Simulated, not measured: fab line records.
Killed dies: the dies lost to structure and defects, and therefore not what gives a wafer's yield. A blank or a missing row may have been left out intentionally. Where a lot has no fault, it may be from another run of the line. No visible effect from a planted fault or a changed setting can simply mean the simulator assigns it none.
Chamber matching || flow gf180mcu || cmp-02 running GF_V1_CMP_26: 4 sister chambers
The step polishes, stops on SiO2, t overpolish 15 s, target thk 0 nm. 7 wafers are shown with their chamber, then 7 later ones without.

## WAFERS PAIRED WITH THEIR CHAMBERS
{"wafer": "L558.3", "chamber": 1, "motor-current-A (A)": 12.9, "time-to-endpoint-s (s)": 84}
{"wafer": "L558.6", "chamber": 2, "motor-current-A (A)": 10.2, "time-to-endpoint-s (s)": 84}
{"wafer": "L561.1", "chamber": 0, "motor-current-A (A)": 10.7, "time-to-endpoint-s (s)": 89}
{"wafer": "L561.2", "chamber": 3, "motor-current-A (A)": 10.5, "time-to-endpoint-s (s)": 84}
{"wafer": "L561.5", "chamber": 3, "motor-current-A (A)": 10.7, "time-to-endpoint-s (s)": 85}
{"wafer": "L562.2", "chamber": 1, "motor-current-A (A)": 13.2, "time-to-endpoint-s (s)": 83}
{"wafer": "L562.3", "chamber": 2, "motor-current-A (A)": 10.5, "time-to-endpoint-s (s)": 82}

## WAFERS WHOSE CHAMBER IS MISSING
{"wafer": "L562.5", "motor-current-A (A)": 10.7, "time-to-endpoint-s (s)": 80}
{"wafer": "L563.1", "motor-current-A (A)": 12.5, "time-to-endpoint-s (s)": 88}
{"wafer": "L563.5", "motor-current-A (A)": 11.7, "time-to-endpoint-s (s)": 87}
{"wafer": "L563.6", "motor-current-A (A)": 12.4, "time-to-endpoint-s (s)": 87}
{"wafer": "L570.1", "motor-current-A (A)": 10.7, "time-to-endpoint-s (s)": 84}
{"wafer": "L570.4", "motor-current-A (A)": 12.7, "time-to-endpoint-s (s)": 92}
{"wafer": "L570.6", "motor-current-A (A)": 10.1, "time-to-endpoint-s (s)": 89}

## EACH ONE'S CHAMBER
{"wafer": "L562.5", "from the rows above": "can't be placed: 2 or 3", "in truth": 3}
{"wafer": "L563.1", "from the rows above": 1, "in truth": 1}
{"wafer": "L563.5", "from the rows above": "can't be placed: 0 or 3", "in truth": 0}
{"wafer": "L563.6", "from the rows above": 1, "in truth": 1}
{"wafer": "L570.1", "from the rows above": "can't be placed: 3 or 2", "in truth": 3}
{"wafer": "L570.4", "from the rows above": 1, "in truth": 1}
{"wafer": "L570.6", "from the rows above": 0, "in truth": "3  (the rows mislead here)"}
Correct placement for 3 of the 7. Cannot be placed on the basis of these rows: 3; the candidates contain the true chamber in 3. Wrongly placed: 1.
How it was worked out, from the rows above alone: a wafer's distance from a chamber is the root of the sum, over the readings, of the square of ((its reading less the chamber's mean) divided by the reading's scatter). The wafer belongs to the nearest chamber; if the next one is less than 2 further off, it can't be placed. For every chamber, the mean is computed from those of its wafers that are shown. The scatter: the root of (the sum of the squares of (reading less its chamber's mean) over the shown wafers, divided by (wafers less chambers)).
